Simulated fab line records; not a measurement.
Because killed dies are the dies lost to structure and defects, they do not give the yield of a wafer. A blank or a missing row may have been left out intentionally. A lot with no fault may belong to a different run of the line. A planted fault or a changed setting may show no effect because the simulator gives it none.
Which tool was responsible? ; flow gf180mcu ; 12 lots (36 wafers sampled), 1 step of a 602-step route

== WHAT THE GAUGES READ, wafer by wafer ==
GF_M2_THK_MEAS_06: measures by xrf.
lot;measured;on;M2_ALCU_THK (nm)
L641;day 18 04:46;filmMetro-01;464 465 461
L642;day 18 15:18;filmMetro-02;447 446 443
L643;day 19 08:15;filmMetro-03;450 454 447
L645;day 20 03:57;filmMetro-01;447 447 453
L646;day 20 11:01;filmMetro-03;443 446 454
L647;day 20 16:32;filmMetro-01;445 444 446
L649;day 21 18:41;filmMetro-03;456 455 448
L650;day 22 00:53;filmMetro-01;453 451 445
L651;day 22 08:46;filmMetro-02;457 456 453
L655;day 23 15:40;filmMetro-02;460 463 455
L660;day 26 00:49;filmMetro-02;453 447 444
L662;day 26 01:14;filmMetro-01;455 453 455

== WHAT TOOL EACH LOT RAN ON (gives the tool, then ch and the chambers of the sampled wafers, and finally the start) ==
The record holds no process step before these readings.

== AS READ BY THE TOOLS THEMSELVES (means over the sampled wafers that have a number; for cases with no such wafer, the mark the record gives instead) ==
The record holds no such reading with a usual standard deviation.

== THE ANSWER, worked out from the rows above alone ==
Rule: the usual values come from the lots themselves. The widest of any qualifying gaps counts: lots, ordered by their means at a reading, are off when they make up no more than a third of the lots, leave a main group of 4 or more, and stand apart from it by 3 or more times the standard deviation of that group's means. A main group is skipped when, at the precision printed for the reading in the tables above, its means are all equal. Also off: a lot with no number at a reading for which 4 or more lots have one. The other lots that the step has rows for count as sound. The gauges are gone through in route order, then the tools' own readings, and for those a lot's mean is taken as printed above. At the first step where some lot is off, the reading lying furthest off is the one used; lots without a number count as furthest.
No lot is off on any of the readings shown, so nothing can be concluded from this.

== WHAT HAD BEEN PUT IN BY THE SIMULATOR ==
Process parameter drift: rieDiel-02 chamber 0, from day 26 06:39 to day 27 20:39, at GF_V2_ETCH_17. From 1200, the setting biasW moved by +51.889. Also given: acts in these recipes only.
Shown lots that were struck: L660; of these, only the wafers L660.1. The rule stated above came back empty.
